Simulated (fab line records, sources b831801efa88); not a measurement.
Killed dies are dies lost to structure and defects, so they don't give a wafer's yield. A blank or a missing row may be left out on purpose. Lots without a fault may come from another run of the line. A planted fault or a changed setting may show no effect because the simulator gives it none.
Which tool did it? | flow sfq_line | 14 lots, 42 wafers sampled, at 1 step of a route of 325

WHAT THE GAUGES READ, wafer by wafer
SFQ_I1_BOW_MEAS_912.
lot  | measured     | on            | I1_BOW (um)
L154 | day 14 16:26 | film_metro-03 | 6 4 7
L156 | day 15 10:37 | film_metro-04 | -7 -10 5
L157 | day 15 18:32 | film_metro-03 | -12 -8 -2
L158 | day 16 03:53 | film_metro-04 | -3 2 -12
L161 | day 17 23:56 | film_metro-04 | 0 10 13
L162 | day 18 11:41 | film_metro-02 | 2 8 -6
L163 | day 19 00:00 | film_metro-03 | -7 2 0
L165 | day 19 18:00 | film_metro-03 | -6 -4 3
L167 | day 20 02:59 | film_metro-03 | 13 9 -2
L171 | day 21 17:07 | film_metro-04 | 3 -5 -4
L172 | day 21 20:08 | film_metro-04 | -1 3 -13
L173 | day 22 09:07 | film_metro-04 | -2 4 2
L174 | day 23 00:47 | film_metro-04 | -1 7 -4
L177 | day 23 18:56 | film_metro-02 | -8 -4 -1

WHICH TOOL RAN EACH LOT (tool, then ch and the chambers of the sampled wafers, then the start)
The record holds no process step before these readings.

WHAT THE TOOLS THEMSELVES READ (means of the sampled wafers that have a number; where no wafer has one, the mark that the record gives instead)
The record holds no such reading with a usual standard deviation.

THE ANSWER, worked out from the rows above alone
Rule: what is usual is taken from the lots themselves. Put in order of their means at a reading, lots are off if they are a third of the lots or fewer, leave a main group of 4 or more, and stand apart from it by a gap of 3 or more times the standard deviation of the main group's means; of several such gaps the widest counts. A main group whose means are all the same, to the digits that the tables above print for the reading, isn't used. A lot without any number at a reading at which 4 lots or more have one is off too. The other lots that the step has rows for count as sound. The gauges are gone through in route order, then the tools' own readings, and for those a lot's mean is taken as printed above. The first step at which some lot is off is used, and at that step the reading that is off furthest; a lot without a number counts as furthest.
No lot is off at any reading shown: from this, nothing can be told.

WHAT THE SIMULATOR HAD PUT IN
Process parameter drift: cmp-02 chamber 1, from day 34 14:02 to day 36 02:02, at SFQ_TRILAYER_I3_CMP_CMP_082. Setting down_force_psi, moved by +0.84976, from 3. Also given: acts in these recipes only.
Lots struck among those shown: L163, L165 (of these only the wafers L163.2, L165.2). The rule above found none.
